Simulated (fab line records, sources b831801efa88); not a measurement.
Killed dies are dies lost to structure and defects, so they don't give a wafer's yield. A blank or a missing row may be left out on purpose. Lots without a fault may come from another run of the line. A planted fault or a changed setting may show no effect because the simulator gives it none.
Chamber matching | flow sky130 | SKY_CAP2M_CVD_00 on pecvd-04: 3 sister chambers
The step deposits SiO2, target thk 15.5 nm. 6 wafers are shown with their chamber, then 7 later ones without.

WAFERS WITH THEIR CHAMBER
wafer  | chamber | heater_power_w (W)
L642.4 | 2       | 607
L644.5 | 2       | 572
L646.2 | 0       | 752
L646.3 | 1       | 582
L646.6 | 1       | 608
L652.1 | 0       | 773

WAFERS WITHOUT THEIR CHAMBER
wafer  | heater_power_w (W)
L652.5 | 781
L656.2 | 530
L656.4 | 530
L656.6 | 720
L657.1 | 591
L657.4 | 726
L657.5 | 575

WHICH CHAMBER EACH WENT THROUGH
wafer  | from the rows above     | in truth
L652.5 | 0                       | 0
L656.2 | can't be placed: 2 or 1 | 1
L656.4 | can't be placed: 2 or 1 | 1
L656.6 | 0                       | 0
L657.1 | can't be placed: 2 or 1 | 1
L657.4 | 0                       | 0
L657.5 | can't be placed: 2 or 1 | 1
Placed correctly: 3 of 7. Can't be placed from these rows: 4 (the true chamber is among the candidates in 4). Placed wrongly: 0.
How it was worked out, from the rows above alone: a wafer's distance from a chamber is the root of the sum, over the readings, of the square of ((its reading less the chamber's mean) divided by the reading's scatter). The wafer belongs to the nearest chamber; if the next one is less than 2 further off, it can't be placed. A chamber's mean is the mean of its shown wafers. The scatter: the root of (the sum of the squares of (reading less its chamber's mean) over the shown wafers, divided by (wafers less chambers)).
